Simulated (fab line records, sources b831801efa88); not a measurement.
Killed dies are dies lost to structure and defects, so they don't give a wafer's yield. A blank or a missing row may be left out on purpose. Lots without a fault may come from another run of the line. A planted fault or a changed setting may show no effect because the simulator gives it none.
One fault seen from 2 desks | flow gf180mcu | each desk has only its own numbers; what lay behind them comes last

THE TOOL OWNER'S DESK: implanter-02
The tool's own readings at GF_HV_LDD_IMPLANT_48: means of the sampled wafers that have a number, for each lot that ran on this tool. A lot is out of limits, marked OUT, if its mean lies more than 4 standard deviations from the usual mean; the brackets give that distance.
Columns: A = dose_ions_cm2 at GF_HV_LDD_IMPLANT_48, usual 2.999e+13; B = faraday_current_uA at GF_HV_LDD_IMPLANT_48, usual 169
lot  | first seen here | A                           | B
L977 | day 14 16:40    | 2.996e+13                   | 171
L978 | day 15 03:59    | 3.000e+13                   | 170
L988 | day 18 13:20    | 3.380e+13 (+99 or more) OUT | 189 (+5.6) OUT
L989 | day 18 21:03    | 3.384e+13 (+99 or more) OUT | 192 (+6.5) OUT
This desk's finding: out of limits on L988, L989; first on L988, day 18 13:20 (dose_ions_cm2 at GF_HV_LDD_IMPLANT_48). In limits: L977, L978.

THE METROLOGY DESK
What the gauges read, lot by lot, whatever tool the lot ran on: means of the sampled wafers that have a number. A lot is out of limits, marked OUT, if its mean lies more than 4 standard deviations from the usual mean; the brackets give that distance.
Columns: A = VT_IMPLANT_01_OVL at GF_VT_IMPLANT_OVL_MEAS_18, usual 0.2 nm; B = HV_LDD_4_TW at GF_HV_LDD_TW_MEAS_50, usual 568; C = M4_ALCU_THK at GF_M4_THK_MEAS_06, usual 457 nm
lot  | first seen here | A    | B              | C
L970 | day 6 06:31     | 0.9  | 562            | 449
L971 | day 6 13:11     | 2.3  | 571            | 453
L972 | day 6 18:49     | -2.4 | 559            | 458
L973 | day 7 01:59     | 0.1  | 563            | 460
L974 | day 7 05:49     | 1.3  | 571            | 463
L977 | day 8 01:09     | 0.8  | 570            | 453
L978 | day 8 11:39     | -0.1 | 562            | 443
L979 | day 8 18:49     | -1.4 | 571            | 453
L983 | day 9 16:04     | -1.0 | 570            | 449
L988 | day 10 23:01    | 2.5  | 598 (+6.3) OUT | 466
L989 | day 11 05:16    | 0.6  | 594 (+5.5) OUT | 465
L992 | day 12 01:01    | -0.9 | 575            | 448
L993 | day 12 07:26    | 1.6  | 563            | 451
This desk's finding: out of limits on L988, L989; first on L988, day 18 13:35 (HV_LDD_4_TW at GF_HV_LDD_TW_MEAS_50). In limits: L970, L971, L972, L973, L974, L977, L978, L979, L983, L992, L993.

PUT TOGETHER
The tool owner's desk could have raised an alarm at day 18 13:20, on L988, L989.
The metrology desk could have raised an alarm at day 18 13:35, on L988, L989.
Of the lots named, all ran GF_HV_LDD_IMPLANT_48 on implanter-02.

WHAT THE SIMULATOR HAD PUT IN
Process parameter drift: implanter-02, from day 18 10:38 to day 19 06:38, at GF_HV_LDD_IMPLANT_48. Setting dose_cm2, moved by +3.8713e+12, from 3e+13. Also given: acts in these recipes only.
Lots struck among those shown: L988, L989.
Hours from the fault's start to each desk's first reading out of limits: the tool owner's desk, 3; the metrology desk, 3.
